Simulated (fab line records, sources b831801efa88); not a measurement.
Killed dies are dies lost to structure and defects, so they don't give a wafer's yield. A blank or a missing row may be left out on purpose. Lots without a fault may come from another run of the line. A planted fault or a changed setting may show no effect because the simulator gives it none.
Which tool did it? | flow gf180mcu | 12 lots, 36 wafers sampled, at 3 steps of a route of 602

WHAT THE GAUGES READ, wafer by wafer
GF_V1_CD_MEAS_14: target cd 260 nm.
lot  | measured     | on        | cd_nm (nm)
L479 | day 18 13:39 | cd_sem-02 | 261.5 262.8 262.1
L480 | day 18 21:01 | cd_sem-01 | 261.7 260.5 262.3
L486 | day 21 05:03 | cd_sem-02 | 261.1 259.7 268.3
L487 | day 21 13:31 | cd_sem-02 | 267.8 267.0 259.3
L488 | day 21 22:33 | cd_sem-01 | 266.2 259.5 258.9
L493 | day 23 19:02 | cd_sem-01 | 258.4 258.6 258.3
L494 | day 24 00:31 | cd_sem-01 | 260.4 260.6 260.8
L497 | day 25 01:58 | cd_sem-01 | 258.3 258.2 258.2
L498 | day 25 08:41 | cd_sem-02 | 259.6 258.0 259.6
L499 | day 25 13:44 | cd_sem-01 | 260.9 261.6 259.9
L500 | day 25 18:46 | cd_sem-02 | 259.9 259.3 259.9
L501 | day 26 06:22 | cd_sem-02 | 259.5 260.0 259.5

WHICH TOOL RAN EACH LOT (tool, then ch and the chambers of the sampled wafers, then the start)
lot  | GF_V1_CVD_02                    | GF_V1_EXPOSE_11
L479 | pecvd-04 ch 0,2, day 17 14:05   | krf_scanner-02 ch 0, day 18 02:29
L480 | pecvd-03 ch 1,2, day 17 21:05   | krf_scanner-02 ch 0, day 18 09:34
L486 | pecvd-03 ch 0,1, day 20 04:44   | krf_scanner-01 ch 0, day 20 17:21
L487 | pecvd-01 ch 0,1, day 20 13:05   | krf_scanner-01 ch 0, day 21 01:34
L488 | pecvd-03 ch 0,2, day 20 23:20   | krf_scanner-01 ch 0, day 21 11:48
L493 | pecvd-03 ch 1,2, day 22 19:50   | krf_scanner-02 ch 0, day 23 08:11
L494 | pecvd-03 ch 0,1, day 23 01:33   | krf_scanner-02 ch 0, day 23 13:43
L497 | pecvd-03 ch 0,1,2, day 24 04:16 | krf_scanner-02 ch 0, day 24 15:54
L498 | pecvd-04 ch 0,2, day 24 10:14   | krf_scanner-01 ch 0, day 24 21:50
L499 | pecvd-03 ch 0,1, day 24 15:54   | krf_scanner-02 ch 0, day 25 02:58
L500 | pecvd-01 ch 0,1,2, day 24 20:47 | krf_scanner-01 ch 0, day 25 08:59
L501 | pecvd-04 ch 0,2, day 25 09:02   | krf_scanner-02 ch 0, day 25 19:37
- GF_V1_CVD_02: deposits SiO2 from TEOS, target thk 850 nm, time 94.851 s.
- GF_V1_EXPOSE_11: exposes mask Via1, target cd 260 nm.

WHAT THE TOOLS THEMSELVES READ (means of the sampled wafers that have a number; where no wafer has one, the mark that the record gives instead)
GF_V1_CVD_02.
lot  | tool     | heater_power_w (W)
L479 | pecvd-04 | 815
L480 | pecvd-03 | 709
L486 | pecvd-03 | 578
L487 | pecvd-01 | 604
L488 | pecvd-03 | 757
L493 | pecvd-03 | 597
L494 | pecvd-03 | 627
L497 | pecvd-03 | 654
L498 | pecvd-04 | 780
L499 | pecvd-03 | 543
L500 | pecvd-01 | 563
L501 | pecvd-04 | 761

GF_V1_EXPOSE_11.
lot  | tool           | stage_vel_mm_s (mm/s)
L479 | krf_scanner-02 | 500.25
L480 | krf_scanner-02 | 500.28
L486 | krf_scanner-01 | 500.05
L487 | krf_scanner-01 | 499.86
L488 | krf_scanner-01 | 499.92
L493 | krf_scanner-02 | 500.23
L494 | krf_scanner-02 | 499.74
L497 | krf_scanner-02 | 499.80
L498 | krf_scanner-01 | 499.93
L499 | krf_scanner-02 | 500.15
L500 | krf_scanner-01 | 500.16
L501 | krf_scanner-02 | 499.95

THE ANSWER, worked out from the rows above alone
Rule: what is usual is taken from the lots themselves. Put in order of their means at a reading, lots are off if they are a third of the lots or fewer, leave a main group of 4 or more, and stand apart from it by a gap of 3 or more times the standard deviation of the main group's means; of several such gaps the widest counts. A main group whose means are all the same, to the digits that the tables above print for the reading, isn't used. A lot without any number at a reading at which 4 lots or more have one is off too. The other lots that the step has rows for count as sound. The gauges are gone through in route order, then the tools' own readings, and for those a lot's mean is taken as printed above. The first step at which some lot is off is used, and at that step the reading that is off furthest; a lot without a number counts as furthest.
No lot is off at any reading shown: from this, nothing can be told.

WHAT THE SIMULATOR HAD PUT IN
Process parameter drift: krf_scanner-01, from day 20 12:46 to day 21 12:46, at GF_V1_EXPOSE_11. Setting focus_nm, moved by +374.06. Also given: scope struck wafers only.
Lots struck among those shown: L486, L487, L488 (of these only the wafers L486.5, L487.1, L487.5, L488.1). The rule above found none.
